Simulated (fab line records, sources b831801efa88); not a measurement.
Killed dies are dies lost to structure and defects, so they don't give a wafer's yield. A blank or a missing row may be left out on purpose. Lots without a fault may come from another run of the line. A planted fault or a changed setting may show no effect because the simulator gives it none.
Problem report in the 8D (eight disciplines) form, filled by code | flow gf180mcu | the parts of the form that need people (team, actions taken, sign-off) are left out
Where a reading is given only as a bound, like >300, the bound stands for it, and a mean or a difference that rests on one is marked > or <: the true number lies beyond.

1. THE PROBLEM
M2_ALCU_RS at GF_M2_RS_MEAS_05 reads a mean of 7.0782 ohm/sq on 6 wafers of 2 lots; wafers without a fault read 0.0695 ohm/sq with a standard deviation of 0.00074. That is +99 or more standard deviations from the usual mean.
The step: measures by four-point-probe.
First seen on wafer L502.3, day 22 02:08, on film_metro-02. The record holds 33 wafers of 11 lots with a number at this step. Rule for "out", or "out of limits": more than 4 standard deviations from the usual mean. The other wafers with a number count as sound.

2. WHAT IT IS AND WHAT IT IS NOT
question                    | is                     | is not
which readings at this step | M2_ALCU_RS             | -
which lots                  | L502, L503             | L492, L496, L498, L500, L507, L511, L513, L514, L515
which wafers of those lots  | all that have a number | -
read on which gauges        | film_metro-02          | film_metro-01, film_metro-04
when                        | from day 22 02:08      | up to then (12 sound wafers); but 15 sound wafers of L507, L511, L513, L514, L515 came after

3. SUSPECTS, AND WHAT RULES EACH OUT
Counting: a tool at a process step up to the reading stays a suspect if it ran every lot that is out and no sound lot after the first of them.
- the gauge at GF_M2_RS_MEAS_05: ruled out. All the wafers that are out were read on film_metro-02, but those of them that GF_PASSIVATION_PROBE_99 has rows for are out there too, on other tools.
- pvd_sputter-02 at GF_M2_SPUTTER_01 (material TiN, target thk 30 nm, time 25 s): ruled out as a lasting fault. Sound lots L507, L511, L514, L513, L515 ran on it after its first lot that is out, L502 (day 22 01:58).
- pvd_sputter-02 at GF_M2_SPUTTER_02 (material AlCu, target thk 450 nm, time 23.9 s): ruled out as a lasting fault. Sound lots L507, L511, L514, L513, L515 ran on it after its first lot that is out, L502 (day 22 02:00).
Left after counting: nothing in the record.

4. THE CAUSE (what the simulator had put in)
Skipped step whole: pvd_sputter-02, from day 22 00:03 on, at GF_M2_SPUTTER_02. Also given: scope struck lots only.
Counting ruled it out, wrongly: the rule takes a fault to strike every lot that its tool runs from its start on, and this one did not.

5. THE CHAIN OF EFFECTS, in route order
Each row: a reading whose mean over the struck wafers that have a number lies more than 3 standard deviations from the usual. Only readings for which the record gives a usual standard deviation are gone through. hours: the time from each lot's start at the first step in this table that gives one to its start at this step, as a median over the lots. sigmas: the change in usual standard deviations.
hours | step                    | reading              | usual         | on struck wafers | change  | sigmas
0     | GF_M2_RS_MEAS_05        | M2_ALCU_RS           | 0.0695 ohm/sq | 7.0782           | +7.0087 | +99 or more
0     | GF_M2_THK_MEAS_06       | M2_ALCU_THK          | 451 nm        | <0               | <-451   | <-96
235   | GF_PASSIVATION_PROBE_99 | defect_limited_yield | 90.5 %        | 0.0              | -90.5   | -70
235   | GF_PASSIVATION_PROBE_99 | killed_at_M0_to_M3   | 20            | 462              | +442    | +99 or more
235   | GF_PASSIVATION_PROBE_99 | killed_dies          | 47            | 492              | +445    | +71
235   | GF_PASSIVATION_PROBE_99 | killed_on_rim        | 8.8           | 96.0             | +87.2   | +36
235   | GF_PASSIVATION_PROBE_99 | sort_bin_5_function  | 5.6 %         | 95.6             | +90.0   | +95
235   | GF_PASSIVATION_PROBE_99 | sort_n_pass          | 445           | 0                | -445    | -71
235   | GF_PASSIVATION_PROBE_99 | sort_yield_pct       | 90.5 %        | 0.0              | -90.5   | -70
The process steps in it:
- GF_PASSIVATION_PROBE_99
Readings that are blank on the struck wafers while sound wafers have them: cathode_dc_power_W at GF_M2_SPUTTER_02; chamber_pressure_pa at GF_M2_SPUTTER_02; throttle_valve_pct at GF_M2_SPUTTER_02.

6. WHAT WOULD HAVE CAUGHT IT SOONER
In this record the first reading out of limits at a measuring or inspecting step was taken at day 22 02:08, 2 hours after the fault began at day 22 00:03.
At GF_M2_SPUTTER_02 the tool's readings are blank on the struck wafers, where sound wafers have them: an empty tool record is the first sign, and it was there at once.
